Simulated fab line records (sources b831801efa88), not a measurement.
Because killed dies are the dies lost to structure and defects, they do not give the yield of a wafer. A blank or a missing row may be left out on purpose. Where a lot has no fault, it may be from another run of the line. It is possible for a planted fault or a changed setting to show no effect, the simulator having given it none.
fab line records	flow sky130
record lots=5	wafers=23
route steps=708 shown VIA2@518 CAPM@539 VIA3@573 CAP2M@612 VIA4@641
startH: start of the lot's first displayed wafer, in hours after the record's first day	waitH: time in hours since the lot's previous step	" the same as in the row above	L1.1+2: one row covering several wafers at once	- either no value or no given start	* or withheld: withheld	< > ~ a bound
route shown NAME@n: a module of which the file shows steps, and the number in the route of the first	usual: mean and standard deviation over wafers with no fault	same: alike in all rows	chamber/n: place in a boat	sites: per-site readings	_std_site: standard deviation across them	_edge_site: outer sites' mean less inner sites'	radiusMm: how far each site lies from the wafer's centre	mask NAME#n: copy n	behind: the tool/chamber that last shaped the wafer	hold: why the lot was held/for how many hours/how that ended	device: whichever transistor did not switch (one of n, p or np)	end of line: the same wafers' tests at the end of the route	a step given without rows: its recipe and nothing more	killed: at the first sort, the dies lost to defects and structure; wafer yield is something else	map: a wafer's dies, marking killed ones x, the rest . and places with no die _
set.NAME: the setting that was run; set.NAME@STEP: the one run at that earlier step	model.NAME: the simulator's own value behind a step, which no gauge read
lots where settings were altered on purpose, with a table for each step and a row for each wafer
## steps
# step SKY_VIA2_DEVELOP_11
# recipe developTimeS=60	resist=KrF-thick	devTempC=21
lot.wafer	tool	chamber	startH	waitH	set.devTempC
L074.1+2+3+4+5	lithoTrack-02	0	-	-	21
L076.1+5+6	lithoTrack-03	0	-	-	21
L076.2+3	"	0	"	"	23.91
L081.1+2+3+5+6	lithoTrack-03	0	-	-	21
L083.2+3+6	lithoTrack-01	0	-	-	19.03
L083.4+5	"	0	"	"	21
L084.1+2+5	lithoTrack-01	0	-	-	21
# step SKY_VIA2_ETCH_14
# recipe chemistry=N2/H2	target=BARC	ionEnergyEv=200	sourceW=500	biasW=100	pressureMtorr=30	n2FlowSccm=100	h2FlowSccm=200	stopOn=SiO2	timeS=45.9	targetDepthA=600
# step SKY_VIA2_ETCH_15
# recipe target=SiO2	chemistry=C4F8/O2/Ar	targetDepthNm=546	stopOn=TiN	maskMaterial=KrF-thick	sourceW=1500	biasW=1200	pressureMtorr=40	c4f8FlowSccm=withheld	O2_flow_sccm=6	Ar_flow_sccm=300	timeS=84
# usual oesProductAu=0.939/0.0042
lot.wafer	tool	chamber	startH	waitH	set.leaveAboveRefNm@VIA2_CMP_02	oesProductAu	model.VIA2.featureDepthNm
L074.1	rieDiel-01	0	881.11	0.0	525.3	0.977	525.4
L074.2	"	2	"	"	525.3	0.972	527.1
L074.3	"	3	"	"	495	0.941	495.7
L074.4	"	1	"	"	495	0.937	494.5
L074.5	"	0	"	"	525.3	0.981	524.4
L076.1	rieDiel-04	2	882.58	0.0	495	0.936	494.7
L076.2	"	3	"	"	495	0.940	494.5
L076.3	"	1	"	"	515.1	0.960	514.9
L076.5	"	0	"	"	515.1	0.968	514.5
L076.6	"	1	"	"	515.1	0.954	515
L081.1	rieDiel-02	0	893.63	0.0	495	0.941	495.1
L081.2	"	1	"	"	495	0.940	494
L081.3	"	3	"	"	495	0.939	494.4
L081.5	"	3	"	"	495	0.944	495.8
L081.6	"	1	"	"	495	0.931	493
L083.2	rieDiel-02	3	905.18	0.0	495	0.944	494.4
L083.3	"	1	"	"	467.4	0.904	466.4
L083.4	"	2	"	"	467.4	0.910	467.8
L083.5	"	2	"	"	467.4	0.911	468.9
L083.6	"	3	"	"	495	0.939	495.2
L084.1	rieDiel-02	0	908.88	0.0	495	0.936	494.9
L084.2	"	1	"	"	495	0.938	495.7
L084.5	"	3	"	"	495	0.944	497.2
# step SKY_VIA2_CVD_21
# recipe material=W	targetThkNm=420	timeS=126.4	tempC=400	pressureTorr=40
lot.wafer	tool	chamber	startH	waitH	set.tempC	model.W_of_VIA2_CVD_21.thkNm
L074.1	cvdW-01	1	881.86	0.0	400	409.3
L074.2	"	0	"	"	405.2	448.4
L074.3	"	0	"	"	400	405.4
L074.4	"	1	"	"	400	411.7
L074.5	"	0	"	"	405.2	446.9
L076.1	cvdW-02	0	883.30	0.0	410.1	507.6
L076.2	"	1	"	"	400	420.1
L076.3	"	0	"	"	400	425.7
L076.5	"	0	"	"	400	423.1
L076.6	"	1	"	"	410.1	501.1
L081.1	cvdW-02	0	894.38	0.0	400	423.5
L081.2	"	1	"	"	392.4	362.7
L081.3	"	1	"	"	392.4	369
L081.5	"	1	"	"	400	423.1
L081.6	"	0	"	"	392.4	370.1
L083.2	cvdW-02	1	905.89	0.0	392.7	375
L083.3	"	0	"	"	392.7	374.4
L083.4	"	1	"	"	392.7	374.1
L083.5	"	0	"	"	400	421
L083.6	"	1	"	"	400	420
L084.1	cvdW-02	0	910.03	0.0	400	421.8
L084.2	"	1	"	"	400	422
L084.5	"	1	"	"	400	425.2
# step SKY_VIA2_RS_MEAS_22
# recipe thkMeasGauge=four-point-probe	reads=W_of_VIA2_CVD_21+TiN_of_VIA2_SPUTTER_20
# usual VIA2_W_RS=0.273/0.0045
lot.wafer	tool	chamber	startH	waitH	set.tempC@VIA2_CVD_21	VIA2_W_RS[ohm/sq]
L074.1	filmMetro-02	-	881.99	0.1	400	0.280
L074.2	"	-	"	"	405.2	0.255
L074.3	"	-	"	"	400	0.282
L074.4	"	-	"	"	400	0.278
L074.5	"	-	"	"	405.2	0.256
L076.1	filmMetro-02	-	883.43	0.1	410.1	0.225
L076.2	"	-	"	"	400	0.272
L076.3	"	-	"	"	400	0.269
L076.5	"	-	"	"	400	0.271
L076.6	"	-	"	"	410.1	0.228
L081.1	filmMetro-03	-	894.51	0.1	400	0.271
L081.2	"	-	"	"	392.4	0.316
L081.3	"	-	"	"	392.4	0.311
L081.5	"	-	"	"	400	0.271
L081.6	"	-	"	"	392.4	0.310
L083.2	filmMetro-02	-	906.04	0.1	392.7	0.306
L083.3	"	-	"	"	392.7	0.307
L083.4	"	-	"	"	392.7	0.306
L083.5	"	-	"	"	400	0.272
L083.6	"	-	"	"	400	0.272
L084.1	filmMetro-01	-	910.16	0.1	400	0.271
L084.2	"	-	"	"	400	0.271
L084.5	"	-	"	"	400	0.269
# step SKY_VIA2_THK_MEAS_23
# recipe thkMeasGauge=xrf	reads=W_of_VIA2_CVD_21
# usual VIA2_W_THK=418/9.5
lot.wafer	tool	chamber	startH	waitH	set.tempC@VIA2_CVD_21	VIA2_W_THK[nm]
L074.1	filmMetro-02	-	882.11	0.1	400	406
L074.2	"	-	"	"	405.2	442
L074.3	"	-	"	"	400	399
L074.4	"	-	"	"	400	406
L074.5	"	-	"	"	405.2	438
L076.1	filmMetro-02	-	883.55	0.1	410.1	496
L076.2	"	-	"	"	400	413
L076.3	"	-	"	"	400	420
L076.5	"	-	"	"	400	416
L076.6	"	-	"	"	410.1	492
L081.1	filmMetro-03	-	894.63	0.1	400	418
L081.2	"	-	"	"	392.4	358
L081.3	"	-	"	"	392.4	365
L081.5	"	-	"	"	400	415
L081.6	"	-	"	"	392.4	366
L083.2	filmMetro-02	-	906.15	0.1	392.7	370
L083.3	"	-	"	"	392.7	369
L083.4	"	-	"	"	392.7	370
L083.5	"	-	"	"	400	414
L083.6	"	-	"	"	400	415
L084.1	filmMetro-01	-	910.28	0.1	400	427
L084.2	"	-	"	"	400	428
L084.5	"	-	"	"	400	435
# step SKY_CAPM_SPUTTER_02
# recipe material=TiN	targetThkNm=200	tempC=300	powerW=6500	timeS=166.7	chamberPressurePa=0.4
lot.wafer	tool	chamber	startH	waitH	set.powerW	model.TiN_of_CAPM_SPUTTER_02.thkNm
L074.1	pvdSputter-03	-	882.71	0.1	6034	184.1
L074.2	"	-	"	"	6034	185.7
L074.3	"	-	"	"	6500	199.9
L074.4	"	-	"	"	6500	199.1
L074.5	"	-	"	"	6500	199.8
L076.1	pvdSputter-04	-	884.15	0.1	7021	212.3
L076.2	"	-	"	"	6500	198.4
L076.3	"	-	"	"	7021	215.3
L076.5	"	-	"	"	6500	200.3
L076.6	"	-	"	"	7021	217.4
L081.1	pvdSputter-01	-	895.23	0.1	6861	208.7
L081.2	"	-	"	"	6861	211.5
L081.3	"	-	"	"	6500	197.8
L081.5	"	-	"	"	6500	200.3
L081.6	"	-	"	"	6861	209.7
L083.2	pvdSputter-04	-	906.74	0.0	6500	193.1
L083.3+6	"	-	"	"	6500	198.6
L083.4	"	-	"	"	6500	197.2
L083.5	"	-	"	"	6500	194.1
L084.1	pvdSputter-01	-	910.88	0.1	6500	199.6
L084.2	"	-	"	"	6500	202.6
L084.5	"	-	"	"	6500	198.8
# step SKY_CAPM_RS_MEAS_03
# recipe thkMeasGauge=four-point-probe	reads=TiN_of_CAPM_SPUTTER_02
# usual CAPM_TIN_RS=6.97/0.087
lot.wafer	tool	chamber	startH	waitH	set.powerW@CAPM_SPUTTER_02	CAPM_TIN_RS[ohm/sq]
L074.1	filmMetro-02	-	882.82	0.1	6034	7.52
L074.2	"	-	"	"	6034	7.45
L074.3	"	-	"	"	6500	6.92
L074.4	"	-	"	"	6500	6.93
L074.5	"	-	"	"	6500	6.91
L076.1	filmMetro-01	-	884.26	0.1	7021	6.50
L076.2	"	-	"	"	6500	6.96
L076.3	"	-	"	"	7021	6.41
L076.5	"	-	"	"	6500	6.89
L076.6	"	-	"	"	7021	6.34
L081.1	filmMetro-02	-	895.34	0.1	6861	6.60
L081.2	"	-	"	"	6861	6.52
L081.3	"	-	"	"	6500	6.98
L081.5	"	-	"	"	6500	6.91
L081.6	"	-	"	"	6861	6.59
L083.2	filmMetro-04	-	906.87	0.1	6500	7.16
L083.3	"	-	"	"	6500	6.96
L083.4	"	-	"	"	6500	7.00
L083.5	"	-	"	"	6500	7.14
L083.6	"	-	"	"	6500	6.95
L084.1	filmMetro-04	-	910.99	0.1	6500	6.93
L084.2	"	-	"	"	6500	6.82
L084.5	"	-	"	"	6500	6.96
# step SKY_CAPM_THK_MEAS_04
# recipe thkMeasGauge=xrf	reads=TiN_of_CAPM_SPUTTER_02
# usual CAPM_TIN_THK=205.2/2.8
lot.wafer	tool	chamber	startH	waitH	set.powerW@CAPM_SPUTTER_02	CAPM_TIN_THK[nm]
L074.1	filmMetro-02	-	882.94	0.1	6034	188.9
L074.2	"	-	"	"	6034	190.4
L074.3	"	-	"	"	6500	205.1
L074.4	"	-	"	"	6500	205.5
L074.5	"	-	"	"	6500	206.8
L076.1	filmMetro-01	-	884.38	0.1	7021	221.7
L076.2	"	-	"	"	6500	206.9
L076.3	"	-	"	"	7021	224.6
L076.5	"	-	"	"	6500	209.2
L076.6	"	-	"	"	7021	227.4
L081.1	filmMetro-02	-	895.46	0.1	6861	212.8
L081.2	"	-	"	"	6861	215.9
L081.3	"	-	"	"	6500	202.2
L081.5	"	-	"	"	6500	204.3
L081.6	"	-	"	"	6861	212.8
L083.2	filmMetro-04	-	906.98	0.1	6500	199.1
L083.3	"	-	"	"	6500	204.1
L083.4	"	-	"	"	6500	202.9
L083.5	"	-	"	"	6500	200.4
L083.6	"	-	"	"	6500	205.3
L084.1	filmMetro-04	-	911.11	0.1	6500	206.1
L084.2	"	-	"	"	6500	209.8
L084.5	"	-	"	"	6500	205.5
# step SKY_CAPM_DEHYDRATE_05
# recipe tempC=200	timeS=60
# step SKY_CAPM_HMDS_06
# recipe primeTimeS=60	primeTempC=120
# step SKY_CAPM_DEVELOP_11
# recipe resist=NOVOLAK	developer=TMAH	developTimeS=60	devTempC=23
# step SKY_CAPM_METAL_ETCH_13
# recipe targetDepthNm=220	stopOn=SiO2	chemistry=Cl2/BCl3	target=TiN	pressureMtorr=10	icpW=900	biasW=48.5	Cl2_flow_sccm=60	bcl3FlowSccm=30	timeS=62.9
# usual oesProductAu=0.935/0.0077
lot.wafer	tool	chamber	startH	waitH	set.powerW@CAPM_SPUTTER_02	oesProductAu
L074.1	rieMetal-04	1	907.10	0.0	6034	0.893
L074.2	"	0	"	"	6034	0.901
L074.3	"	1	"	"	6500	0.943
L074.4	"	0	"	"	6500	0.929
L074.5	"	0	"	"	6500	0.934
L076.1	rieMetal-04	0	909.06	0.0	7021	0.972
L076.2	"	1	"	"	6500	0.938
L076.3	"	1	"	"	7021	0.979
L076.5	"	0	"	"	6500	0.940
L076.6	"	1	"	"	7021	0.984
L081.1	rieMetal-01	0	920.22	0.0	6861	0.965
L081.2	"	1	"	"	6861	0.963
L081.3	"	0	"	"	6500	0.931
L081.5	"	1	"	"	6500	0.939
L081.6	"	0	"	"	6861	0.966
L083.2	rieMetal-04	1	931.57	0.0	6500	0.914
L083.3	"	0	"	"	6500	0.940
L083.4	"	1	"	"	6500	0.933
L083.5	"	1	"	"	6500	0.931
L083.6	"	0	"	"	6500	0.946
L084.1	rieMetal-03	1	935.76	0.0	6500	0.939
L084.2	"	1	"	"	6500	0.947
L084.5	"	1	"	"	6500	0.939
# step SKY_VIA3_HDPCVD_00
# recipe material=SiO2	targetThkNm=1635	sigmaOpenFrac=0.3	timeS=272.5	tempC=400	sih4FlowSccm=60	pressureMtorr=6
lot.wafer	tool	chamber	startH	waitH	set.sih4FlowSccm	model.SiO2_of_VIA3_HDPCVD_00.thkNm
L074.1	hdpcvd-01	2	934.11	0.0	60	1621
L074.2	"	1	"	"	55.68	1503
L074.3	"	0	"	"	55.68	1538
L074.4	"	1	"	"	60	1629
L074.5	"	2	"	"	55.68	1505
L076.1	hdpcvd-01	0	936.10	0.0	60	1635
L076.2	"	2	"	"	60	1611
L076.3	"	1	"	"	60	1610
L076.5	"	0	"	"	60	1626
L076.6	"	1	"	"	60	1599
L081.1	hdpcvd-01	1	946.66	0.0	52.29	1429
L081.2	"	0	"	"	60	1677
L081.3	"	2	"	"	60	1648
L081.5	"	2	"	"	52.29	1424
L081.6	"	1	"	"	60	1657
L083.2	hdpcvd-01	0	957.64	0.0	52.98	1467
L083.3	"	2	"	"	52.98	1446
L083.4	"	2	"	"	60	1625
L083.5	"	1	"	"	60	1646
L083.6	"	0	"	"	60	1665
L084.1	hdpcvd-01	1	961.82	0.0	60	1642
L084.2	"	2	"	"	60	1627
L084.5	"	2	"	"	60	1651
# step SKY_VIA3_THK_MEAS_01
# recipe reads=SiO2_of_VIA3_HDPCVD_00
# usual VIA3_HDPCVD_THK=1636/17
lot.wafer	tool	chamber	startH	waitH	set.sih4FlowSccm@VIA3_HDPCVD_00	VIA3_HDPCVD_THK[nm]
L074.1	filmMetro-04	-	934.28	0.1	60	1621
L074.2	"	-	"	"	55.68	1503
L074.3	"	-	"	"	55.68	1538
L074.4	"	-	"	"	60	1629
L074.5	"	-	"	"	55.68	1505
L076.1	filmMetro-04	-	936.27	0.1	60	1636
L076.2	"	-	"	"	60	1610
L076.3	"	-	"	"	60	1608
L076.5	"	-	"	"	60	1627
L076.6	"	-	"	"	60	1599
L081.1	filmMetro-03	-	946.83	0.1	52.29	1429
L081.2	"	-	"	"	60	1677
L081.3	"	-	"	"	60	1649
L081.5	"	-	"	"	52.29	1425
L081.6	"	-	"	"	60	1658
L083.2	filmMetro-02	-	957.82	0.1	52.98	1468
L083.3	"	-	"	"	52.98	1446
L083.4	"	-	"	"	60	1626
L083.5	"	-	"	"	60	1645
L083.6	"	-	"	"	60	1665
L084.1	filmMetro-02	-	961.98	0.1	60	1643
L084.2	"	-	"	"	60	1626
L084.5	"	-	"	"	60	1651
# step SKY_CAP2M_EXPOSE_09
# recipe maskId=CAP2M	na=0.6	sourceShape=conventional	sigmaOuter=0.6	polarization=unpolarized	targetCdNm=1000	doseMj=159
lot.wafer	tool	chamber	startH	waitH	mask	set.doseMj
L074.1+2+3	ilineStepper-02	0	-	-	CAP2M#0	159
L074.4+5	"	0	"	"	CAP2M#0	149.1
L076.1+2+3+5+6	ilineStepper-01	0	-	-	CAP2M#0	159
L081.1+2+6	ilineStepper-01	0	-	-	CAP2M#0	155.4
L081.3+5	"	0	"	"	CAP2M#0	159
L083.2+4	ilineStepper-02	0	-	-	CAP2M#0	166.8
L083.3+5+6	"	0	"	"	CAP2M#0	159
L084.1+2+5	ilineStepper-01	0	-	-	CAP2M#0	159
# step SKY_CAP2M_PEB_10
# recipe tempC=withheld	timeS=*	resist=NOVOLAK
# step SKY_CAP2M_DEVELOP_11
# recipe resist=NOVOLAK	developer=TMAH	developTimeS=60	devTempC=23
# step SKY_CAP2M_METAL_ETCH_13
# recipe targetDepthNm=220	stopOn=SiO2	chemistry=Cl2/BCl3	target=TiN	pressureMtorr=10	icpW=900	biasW=48.5	Cl2_flow_sccm=60	bcl3FlowSccm=30	timeS=62.9
lot.wafer	tool	chamber	startH	waitH	set.doseMj@CAP2M_EXPOSE_09	model.CAP2M.cdNm
L074.1	rieMetal-04	1	984.17	0.0	159	999.1
L074.2	"	0	"	"	159	1000
L074.3	"	0	"	"	159	996.5
L074.4	"	1	"	"	149.1	1017
L074.5	"	0	"	"	149.1	1019
L076.1	rieMetal-02	1	987.82	0.0	159	998.7
L076.2	"	0	"	"	159	998.2
L076.3+6	"	0	"	"	159	1001
L076.5	"	1	"	"	159	999.2
L081.1	rieMetal-02	0	996.10	0.0	155.4	1007
L081.2	"	1	"	"	155.4	1010
L081.3	"	0	"	"	159	999.7
L081.5	"	1	"	"	159	1003
L081.6	"	0	"	"	155.4	1009
L083.2	rieMetal-03	0	1006.42	0.0	166.8	987.8
L083.3	"	0	"	"	159	1004
L083.4	"	1	"	"	166.8	989.3
L083.5	"	0	"	"	159	1001
L083.6	"	1	"	"	159	1003
L084.1+2	rieMetal-03	1,0	1011.47	0.0	159	1000
L084.5	"	0	"	"	159	999.9
# step SKY_VIA4_CMP_02
# recipe material=SiO2	downForcePsi=4	platenRpm=60	padVelocityMS=0.94248
lot.wafer	tool	chamber	startH	waitH	set.leaveAboveRefNm	model.SiO2_of_VIA4_HDPCVD_00.thkNm
L074.2	cmp-01	2	1009.27	0.0	580	580.4
L074.1	"	3	"	"	580	579.7
L074.4	"	0	"	"	580	577.7
L074.3	"	1	"	"	609.2	609.3
L074.5	"	3	"	"	609.2	608.3
L076.1	cmp-01	1	1013.14	0.1	620.4	621.8
L076.3	"	2	"	"	580	580.3
L076.2	"	3	"	"	620.4	620.4
L076.5	"	1	"	"	580	579.8
L076.6	"	2	"	"	620.4	620.2
L081.2	cmp-01	1	1021.70	0.0	545.4	545.9
L081.3	"	2	"	"	580	580.9
L081.1	"	3	"	"	580	579.7
L081.5	"	1	"	"	545.4	545.7
L081.6	"	2	"	"	545.4	547.1
L083.2	cmp-01	3	1032.26	0.0	555.2	556.6
L083.3	"	0	"	"	555.2	554.2
L083.4	"	2	"	"	580	581.8
L083.6	"	3	"	"	580	580.7
L083.5	"	0	"	"	580	579.2
L084.1	cmp-01	1	1037.26	0.1	580	580.5
L084.2	"	3	"	"	580	579
L084.5	"	2	"	"	580	581.7
# step SKY_VIA4_DEHYDRATE_04
# recipe tempC=200	timeS=60
# step SKY_VIA4_DEVELOP_10
# recipe resist=NOVOLAK	developer=TMAH	developTimeS=60	devTempC=23.69
# step SKY_VIA4_ETCH_12
# recipe target=SiO2	chemistry=C4F8/O2/Ar	stopOn=TiN	maskMaterial=NOVOLAK	sourceW=1500	biasW=1200	pressureMtorr=40	c4f8FlowSccm=withheld	O2_flow_sccm=6	Ar_flow_sccm=300	timeS=withheld	targetDepthA=5800
# usual oesProductAu=0.926/0.0054
lot.wafer	tool	chamber	startH	waitH	set.leaveAboveRefNm@VIA4_CMP_02	oesProductAu	model.VIA4.featureDepthNm
L074.1	rieDiel-01	2	1032.72	0.0	580	0.931	579.7
L074.2	"	0	"	"	580	0.924	580.4
L074.3	"	1	"	"	609.2	0.954	609.3
L074.4	"	3	"	"	580	0.921	577.7
L074.5	"	1	"	"	609.2	0.948	608.3
L076.1	rieDiel-02	1	1036.60	0.0	620.4	0.966	621.8
L076.2	"	2	"	"	620.4	0.959	620.4
L076.3	"	3	"	"	580	0.922	580.3
L076.5	"	3	"	"	580	0.927	579.8
L076.6	"	1	"	"	620.4	0.962	620.2
L081.1	rieDiel-02	3	1044.00	0.0	580	0.935	579.7
L081.2	"	2	"	"	545.4	0.888	545.9
L081.3	"	0	"	"	580	0.933	580.9
L081.5	"	0	"	"	545.4	0.889	545.7
L081.6	"	3	"	"	545.4	0.905	547.1
L083.2	rieDiel-02	0	1052.96	0.0	555.2	0.898	556.6
L083.3	"	1	"	"	555.2	0.905	554.2
L083.4	"	3	"	"	580	0.924	581.8
L083.5	"	0	"	"	580	0.929	579.2
L083.6	"	1	"	"	580	0.930	580.7
L084.1	rieDiel-01	2	1059.35	0.0	580	0.919	580.5
L084.2	"	3	"	"	580	0.921	579
L084.5	"	2	"	"	580	0.921	581.7
# step SKY_VIA4_SPUTTER_17
# recipe material=TiN	targetThkNm=20	chamberPressurePa=5	powerW=4000	timeS=80
lot.wafer	tool	chamber	startH	waitH	set.chamberPressurePa	model.TiN_of_VIA4_SPUTTER_17.thkNm
L074.1	pvdSputter-01	-	1033.73	0.0	5.368	18.68
L074.2+3	"	-	"	"	5.368	18.63
L074.4	"	-	"	"	5.368	18.45
L074.5	"	-	"	"	5.368	18.66
L076.1	pvdSputter-01	-	1037.36	0.0	5	20
L076.2	"	-	"	"	5	20.12
L076.3	"	-	"	"	5	19.86
L076.5	"	-	"	"	5	20.31
L076.6	"	-	"	"	5	19.93
L081.1	pvdSputter-04	-	1045.11	0.0	4.751	21.28
L081.2	"	-	"	"	4.751	21.34
L081.3	"	-	"	"	4.751	21.5
L081.5	"	-	"	"	4.751	21.43
L081.6	"	-	"	"	4.751	21.47
L083.2	pvdSputter-04	-	1054.06	0.0	5	20.08
L083.3	"	-	"	"	5	19.78
L083.4	"	-	"	"	5	19.93
L083.5	"	-	"	"	5	20
L083.6	"	-	"	"	5	19.91
L084.1	pvdSputter-01	-	1060.12	0.0	5	19.99
L084.2	"	-	"	"	5	19.97
L084.5	"	-	"	"	5	20.1
## key
split step=SKY_VIA2_DEVELOP_11	setting=devTempC	stated=21	by=wafer
response none clear
split step=SKY_VIA2_CVD_21	setting=tempC	stated=400	by=wafer
response step=SKY_VIA2_CVD_21	reading=model.W_of_VIA2_CVD_21.thkNm	change=+29.8	per=1%	r=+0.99
response step=SKY_VIA2_RS_MEAS_22	reading=VIA2_W_RS	change=-0.019	per=1%	r=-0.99
response step=SKY_VIA2_THK_MEAS_23	reading=VIA2_W_THK	change=+28.4	per=1%	r=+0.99
split step=SKY_CAPM_SPUTTER_02	setting=powerW	stated=6500	by=wafer
response step=SKY_CAPM_SPUTTER_02	reading=model.TiN_of_CAPM_SPUTTER_02.thkNm	change=+1.99	per=1%	r=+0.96
response step=SKY_CAPM_RS_MEAS_03	reading=CAPM_TIN_RS	change=-0.0696	per=1%	r=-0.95
response step=SKY_CAPM_THK_MEAS_04	reading=CAPM_TIN_THK	change=+2.1	per=1%	r=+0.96
response step=SKY_CAPM_METAL_ETCH_13	reading=oesProductAu	change=+0.00517	per=1%	r=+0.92
split step=SKY_VIA3_HDPCVD_00	setting=sih4FlowSccm	stated=60	by=wafer
response step=SKY_VIA3_HDPCVD_00	reading=model.SiO2_of_VIA3_HDPCVD_00.thkNm	change=+17	per=1%	r=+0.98
response step=SKY_VIA3_THK_MEAS_01	reading=VIA3_HDPCVD_THK	change=+16.9	per=1%	r=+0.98
split step=SKY_CAP2M_EXPOSE_09	setting=doseMj	stated=159	by=wafer
response step=SKY_CAP2M_METAL_ETCH_13	reading=model.CAP2M.cdNm	change=-3.04	per=1%	r=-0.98
split step=SKY_VIA4_CMP_02	setting=leaveAboveRefNm	stated=580	by=wafer
response step=SKY_VIA4_CMP_02	reading=model.SiO2_of_VIA4_HDPCVD_00.thkNm	change=+5.82	per=1%	r=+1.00
response step=SKY_VIA4_ETCH_12	reading=oesProductAu	change=+0.00584	per=1%	r=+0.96
response step=SKY_VIA4_ETCH_12	reading=model.VIA4.featureDepthNm	change=+5.82	per=1%	r=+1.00
split step=SKY_VIA4_SPUTTER_17	setting=chamberPressurePa	stated=5	by=lot
response step=SKY_VIA4_SPUTTER_17	reading=model.TiN_of_VIA4_SPUTTER_17.thkNm	change=-0.221	per=1%	r=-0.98
split outsideThisFile step=SKY_VIA2_CMP_02 setting=leaveAboveRefNm
# split outsideThisFile: this setting was split too, and the file shows its column; the key of that split is in another file
